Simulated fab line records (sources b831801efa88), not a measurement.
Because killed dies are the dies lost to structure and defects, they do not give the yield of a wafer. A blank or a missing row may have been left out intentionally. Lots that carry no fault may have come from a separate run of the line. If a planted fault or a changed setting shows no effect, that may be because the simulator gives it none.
What tool caused it? | flow sky130 | 24 lots, 72 wafers sampled, at 6 steps of a route of 708

WHAT EACH GAUGE READ, for each wafer
SKY_METAL4_OVL_MEAS_14.
lot  | measured     | on         | METAL4_OVL (nm)
L074 | day 41 11:46 | overlay-01 | 4 6 5
L075 | day 42 01:57 | overlay-01 | 1 6 8
L076 | day 42 19:09 | overlay-01 | 1 -2 6
L077 | day 43 03:05 | overlay-02 | 9 10 1
L079 | day 43 07:14 | overlay-02 | 4 2 2
L078 | day 43 13:01 | overlay-02 | -6 -1 -4
L080 | day 43 17:20 | overlay-01 | 0 -1 -3
L081 | day 44 04:46 | overlay-02 | -4 -8 -4
L082 | day 44 05:17 | overlay-02 | 3 1 3
L083 | day 44 07:14 | overlay-01 | 5 5 3
L084 | day 44 15:54 | overlay-02 | 8 7 10
L085 | day 45 00:50 | overlay-02 | 1 -3 4
L086 | day 45 06:11 | overlay-01 | 4 1 6
L087 | day 45 13:14 | overlay-02 | 6 -4 -1
L089 | day 45 19:20 | overlay-02 | 3 -3 -1
L088 | day 45 22:31 | overlay-01 | 8 -1 -1
L090 | day 46 06:31 | overlay-01 | 3 2 2
L091 | day 46 11:54 | overlay-02 | 8 15 11
L092 | day 46 15:07 | overlay-01 | 0 7 8
L093 | day 46 22:20 | overlay-02 | -3 -1 2
L094 | day 47 07:13 | overlay-01 | 3 -4 1
L095 | day 47 07:26 | overlay-01 | 2 3 2
L096 | day 47 10:47 | overlay-01 | -5 1 -4
L097 | day 47 18:52 | overlay-01 | 5 7 0

SKY_PAD_OPEN_BOW_MEAS_13.
lot  | measured     | on            | PAD_OPEN_BOW (um)
L074 | day 45 13:04 | film-metro-01 | 56 55 50
L075 | day 46 01:52 | film-metro-01 | 66 55 42
L076 | day 46 16:53 | film-metro-03 | 47 47 46
L077 | day 46 22:59 | film-metro-02 | 47 36 41
L079 | day 47 04:01 | film-metro-02 | 64 60 43
L078 | day 47 10:36 | film-metro-01 | 45 49 60
L080 | day 47 10:41 | film-metro-02 | 41 39 44
L081 | day 47 22:11 | film-metro-01 | 61 53 59
L082 | day 47 23:12 | film-metro-01 | 49 36 49
L083 | day 48 00:08 | film-metro-03 | 56 64 54
L084 | day 48 08:39 | film-metro-03 | 40 50 42
L085 | day 48 16:29 | film-metro-01 | 42 43 42
L086 | day 48 20:23 | film-metro-03 | 56 53 58
L087 | day 49 02:14 | film-metro-02 | 45 52 46
L089 | day 49 07:29 | film-metro-03 | 39 39 49
L088 | day 49 11:38 | film-metro-03 | 48 58 50
L090 | day 49 16:56 | film-metro-03 | 62 52 46
L091 | day 49 21:44 | film-metro-02 | 51 59 63
L092 | day 50 00:09 | film-metro-02 | 30 40 44
L093 | day 50 06:01 | film-metro-02 | 47 48 51
L094 | day 50 12:55 | film-metro-01 | 63 49 49
L095 | day 50 13:14 | film-metro-02 | 49 43 51
L096 | day 50 15:54 | film-metro-01 | 55 47 52
L097 | day 50 21:47 | film-metro-01 | 51 54 62

WHICH TOOL RAN EACH LOT (tool, then ch and the chambers of the sampled wafers, then the start)
lot  | SKY_METAL3_ETCH_17                 | SKY_VIA4_STRIP_13                    | SKY_METAL5_SPUTTER_01        | SKY_PASSIVATION_STRIP_12
L074 | rie-diel-04 ch 0,3, day 38 07:36   | plasma-asher-01 ch 0,1, day 42 12:29 | pvd-sputter-02, day 42 14:05 | plasma-asher-01 ch 0,1, day 44 13:32
L075 | rie-diel-04 ch 1,2,3, day 38 21:31 | plasma-asher-04 ch 0,1, day 43 02:55 | pvd-sputter-02, day 43 04:11 | plasma-asher-02 ch 0,1, day 45 02:14
L076 | rie-diel-01 ch 1,2,3, day 39 15:04 | plasma-asher-03 ch 0,1, day 43 19:07 | pvd-sputter-03, day 43 20:25 | plasma-asher-02 ch 0,1, day 45 18:05
L077 | rie-diel-04 ch 0,2,3, day 39 23:16 | plasma-asher-04 ch 0,1, day 44 03:25 | pvd-sputter-02, day 44 04:43 | plasma-asher-04 ch 1, day 46 00:16
L079 | rie-diel-02 ch 0,2,3, day 40 03:46 | plasma-asher-01 ch 0,1, day 44 07:19 | pvd-sputter-02, day 44 08:36 | plasma-asher-02 ch 0,1, day 46 04:53
L078 | rie-diel-04 ch 0,1,3, day 40 09:47 | plasma-asher-01 ch 0,1, day 44 13:08 | pvd-sputter-03, day 44 14:29 | plasma-asher-02 ch 0,1, day 46 11:01
L080 | rie-diel-04 ch 0,2, day 40 15:05   | plasma-asher-01 ch 0,1, day 44 17:04 | pvd-sputter-04, day 44 18:22 | plasma-asher-02 ch 0,1, day 46 12:35
L081 | rie-diel-04 ch 0,1,3, day 41 03:09 | plasma-asher-03 ch 0,1, day 45 04:31 | pvd-sputter-02, day 45 05:50 | plasma-asher-02 ch 0,1, day 46 23:50
L082 | rie-diel-02 ch 2,3, day 41 03:52   | plasma-asher-04 ch 0,1, day 45 04:52 | pvd-sputter-04, day 45 06:08 | plasma-asher-02 ch 0,1, day 47 01:05
L083 | rie-diel-04 ch 0,1, day 41 05:37   | plasma-asher-03 ch 0,1, day 45 06:50 | pvd-sputter-03, day 45 08:08 | plasma-asher-02 ch 0,1, day 47 02:52
L084 | rie-diel-02 ch 0,2,3, day 41 15:45 | plasma-asher-01 ch 0,1, day 45 14:40 | pvd-sputter-04, day 45 16:01 | plasma-asher-02 ch 0,1, day 47 10:58
L085 | rie-diel-01 ch 1,3, day 42 01:11   | plasma-asher-03 ch 0, day 45 23:08   | pvd-sputter-02, day 46 00:27 | plasma-asher-04 ch 1, day 47 18:50
L086 | rie-diel-04 ch 2,3, day 42 06:33   | plasma-asher-03 ch 0,1, day 46 04:32 | pvd-sputter-04, day 46 06:26 | plasma-asher-02 ch 0,1, day 48 00:23
L087 | rie-diel-04 ch 0,1,2, day 42 14:41 | plasma-asher-03 ch 0,1, day 46 11:19 | pvd-sputter-02, day 46 12:37 | plasma-asher-02 ch 0,1, day 48 05:43
L089 | rie-diel-01 ch 1,2, day 42 21:47   | plasma-asher-01 ch 0,1, day 46 17:13 | pvd-sputter-02, day 46 18:31 | plasma-asher-01 ch 0,1, day 48 10:44
L088 | rie-diel-02 ch 0,1, day 43 00:50   | plasma-asher-01 ch 0,1, day 46 22:16 | pvd-sputter-02, day 46 23:34 | plasma-asher-04 ch 0,1, day 48 15:16
L090 | rie-diel-02 ch 1,2,3, day 43 09:50 | plasma-asher-01 ch 0, day 47 04:41   | pvd-sputter-04, day 47 06:01 | plasma-asher-04 ch 0,1, day 48 21:17
L091 | rie-diel-04 ch 0,1,3, day 43 15:25 | plasma-asher-01 ch 0,1, day 47 10:37 | pvd-sputter-03, day 47 11:55 | plasma-asher-01 ch 0,1, day 49 02:37
L092 | rie-diel-01 ch 0,1,3, day 43 18:51 | plasma-asher-04 ch 0,1, day 47 12:41 | pvd-sputter-02, day 47 13:59 | plasma-asher-01 ch 0,1, day 49 04:32
L093 | rie-diel-02 ch 2,3, day 44 02:36   | plasma-asher-01 ch 0,1, day 47 20:05 | pvd-sputter-02, day 47 21:24 | plasma-asher-02 ch 0,1, day 49 11:28
L094 | rie-diel-04 ch 1,2,3, day 44 11:51 | plasma-asher-03 ch 0,1, day 48 04:23 | pvd-sputter-04, day 48 05:44 | plasma-asher-04 ch 0,1, day 49 18:37
L095 | rie-diel-01 ch 2,3, day 44 12:14   | plasma-asher-03 ch 0,1, day 48 05:02 | pvd-sputter-02, day 48 06:20 | plasma-asher-01 ch 0,1, day 49 19:19
L096 | rie-diel-04 ch 0,3, day 44 16:56   | plasma-asher-03 ch 0,1, day 48 07:38 | pvd-sputter-02, day 48 09:19 | plasma-asher-04 ch 0,1, day 49 21:43
L097 | rie-diel-01 ch 1,2, day 45 02:13   | plasma-asher-01 ch 0,1, day 48 15:28 | pvd-sputter-02, day 48 16:49 | plasma-asher-02 ch 0,1, day 50 04:40
- SKY_METAL3_ETCH_17: etches SiO2 in C4F8/O2/Ar, stops on TiN, time 3.9 s, target depth 15 nm.
- SKY_VIA4_STRIP_13: strips in O2/N2.
- SKY_METAL5_SPUTTER_01: material TiN, target thk 20 nm, time 16.7 s.
- SKY_PASSIVATION_STRIP_12: strips in O2/N2.

AS READ BY THE TOOLS THEMSELVES (means over the sampled wafers that have a number; for cases with no such wafer, the mark the record gives instead)
SKY_METAL3_ETCH_17.
lot  | tool        | oes-product-au (a.u.)
L074 | rie-diel-04 | 0.761
L075 | rie-diel-04 | 0.762
L076 | rie-diel-01 | 0.753
L077 | rie-diel-04 | 0.752
L079 | rie-diel-02 | 0.757
L078 | rie-diel-04 | 0.754
L080 | rie-diel-04 | 0.750
L081 | rie-diel-04 | 0.752
L082 | rie-diel-02 | 0.757
L083 | rie-diel-04 | 0.761
L084 | rie-diel-02 | 0.755
L085 | rie-diel-01 | 0.751
L086 | rie-diel-04 | 0.759
L087 | rie-diel-04 | 0.760
L089 | rie-diel-01 | 0.751
L088 | rie-diel-02 | 0.759
L090 | rie-diel-02 | 0.756
L091 | rie-diel-04 | 0.750
L092 | rie-diel-01 | 0.761
L093 | rie-diel-02 | 0.752
L094 | rie-diel-04 | 0.754
L095 | rie-diel-01 | 0.763
L096 | rie-diel-04 | 0.759
L097 | rie-diel-01 | 0.757

SKY_VIA4_STRIP_13.
lot  | tool            | drypump-motor-current-A (A) | oes-product-au (a.u.) | strip-time-to-endpoint-s (s)
L074 | plasma-asher-01 | 5.1                         | 0.711                 | 12.826
L075 | plasma-asher-04 | 5.2                         | 0.706                 | 12.844
L076 | plasma-asher-03 | 5.7                         | 0.705                 | 12.809
L077 | plasma-asher-04 | 5.2                         | 0.707                 | 12.812
L079 | plasma-asher-01 | 5.2                         | 0.710                 | 12.849
L078 | plasma-asher-01 | 5.1                         | 0.703                 | 12.834
L080 | plasma-asher-01 | 5.0                         | 0.713                 | 12.827
L081 | plasma-asher-03 | 5.6                         | 0.709                 | 12.781
L082 | plasma-asher-04 | 5.2                         | 0.708                 | 12.796
L083 | plasma-asher-03 | 5.6                         | 0.711                 | 12.822
L084 | plasma-asher-01 | 5.2                         | 0.711                 | 12.792
L085 | plasma-asher-03 | 5.6                         | 0.715                 | 12.795
L086 | plasma-asher-03 | 5.6                         | 0.707                 | 12.810
L087 | plasma-asher-03 | 5.7                         | 0.710                 | 12.797
L089 | plasma-asher-01 | 5.3                         | 0.710                 | 12.793
L088 | plasma-asher-01 | 5.1                         | 0.708                 | 12.784
L090 | plasma-asher-01 | 5.4                         | 0.707                 | 12.780
L091 | plasma-asher-01 | 5.2                         | 0.706                 | 12.828
L092 | plasma-asher-04 | 5.2                         | 0.715                 | 12.788
L093 | plasma-asher-01 | 5.2                         | 0.714                 | 12.779
L094 | plasma-asher-03 | 5.6                         | 0.709                 | 12.794
L095 | plasma-asher-03 | 5.7                         | 0.709                 | 12.795
L096 | plasma-asher-03 | 5.7                         | 0.714                 | 12.776
L097 | plasma-asher-01 | 5.1                         | 0.709                 | 12.805

SKY_METAL5_SPUTTER_01.
lot  | tool           | throttle-valve-pct (%)
L074 | pvd-sputter-02 | 30.3
L075 | pvd-sputter-02 | 30.3
L076 | pvd-sputter-03 | 29.4
L077 | pvd-sputter-02 | 30.6
L079 | pvd-sputter-02 | 30.3
L078 | pvd-sputter-03 | 28.8
L080 | pvd-sputter-04 | 30.3
L081 | pvd-sputter-02 | 30.1
L082 | pvd-sputter-04 | 30.9
L083 | pvd-sputter-03 | 29.7
L084 | pvd-sputter-04 | 30.5
L085 | pvd-sputter-02 | 30.9
L086 | pvd-sputter-04 | 31.1
L087 | pvd-sputter-02 | 30.3
L089 | pvd-sputter-02 | 30.4
L088 | pvd-sputter-02 | 30.7
L090 | pvd-sputter-04 | 30.3
L091 | pvd-sputter-03 | 29.9
L092 | pvd-sputter-02 | 30.6
L093 | pvd-sputter-02 | 30.8
L094 | pvd-sputter-04 | 30.7
L095 | pvd-sputter-02 | 30.8
L096 | pvd-sputter-02 | 30.7
L097 | pvd-sputter-02 | 30.4

SKY_PASSIVATION_STRIP_12.
lot  | tool            | drypump-motor-current-A (A) | oes-product-au (a.u.) | strip-time-to-endpoint-s (s)
L074 | plasma-asher-01 | 5.2                         | 0.661                 | 31.41
L075 | plasma-asher-02 | 5.6                         | 0.661                 | 31.50
L076 | plasma-asher-02 | 5.5                         | 0.660                 | 31.54
L077 | plasma-asher-04 | 5.4                         | 0.662                 | 31.54
L079 | plasma-asher-02 | 5.8                         | 0.663                 | 31.58
L078 | plasma-asher-02 | 5.8                         | 0.660                 | 31.53
L080 | plasma-asher-02 | 5.8                         | 0.656                 | 31.68
L081 | plasma-asher-02 | 5.6                         | 0.664                 | 31.57
L082 | plasma-asher-02 | 5.5                         | 0.659                 | 31.53
L083 | plasma-asher-02 | 5.8                         | 0.659                 | 31.28
L084 | plasma-asher-02 | 5.6                         | 0.663                 | 31.59
L085 | plasma-asher-04 | 5.4                         | 0.658                 | 31.41
L086 | plasma-asher-02 | 5.8                         | 0.662                 | 31.57
L087 | plasma-asher-02 | 5.6                         | 0.661                 | 31.48
L089 | plasma-asher-01 | 5.2                         | 0.661                 | 31.55
L088 | plasma-asher-04 | 5.2                         | 0.663                 | 31.33
L090 | plasma-asher-04 | 5.2                         | 0.661                 | 31.52
L091 | plasma-asher-01 | 5.3                         | 0.661                 | 31.65
L092 | plasma-asher-01 | 5.2                         | 0.660                 | 31.50
L093 | plasma-asher-02 | 5.8                         | 0.662                 | 31.77
L094 | plasma-asher-04 | 5.3                         | 0.655                 | 31.37
L095 | plasma-asher-01 | 5.2                         | 0.661                 | 31.49
L096 | plasma-asher-04 | 5.2                         | 0.663                 | 31.74
L097 | plasma-asher-02 | 5.6                         | 0.660                 | 31.39

THE ANSWER, worked out from the rows above alone
Rule: usual is defined by the lots themselves. Put in order of their means at a reading, lots are off if they are a third of the lots or fewer, leave a main group of 4 or more, and stand apart from it by a gap of 3 or more times the standard deviation of the main group's means; of several such gaps the widest counts. A main group is skipped when, at the precision printed for the reading in the tables above, its means are all equal. Also off: a lot with no number at a reading for which 4 or more lots have one. Where the step has rows for the other lots, those lots are counted as sound. The gauges are gone through in route order, then the tools' own readings, and for those a lot's mean is taken as printed above. At the first step where some lot is off, the reading lying furthest off is the one used; lots without a number count as furthest.
Across all readings shown, no lot is off: no conclusion can be drawn from this.

WHAT THE SIMULATOR PUT IN
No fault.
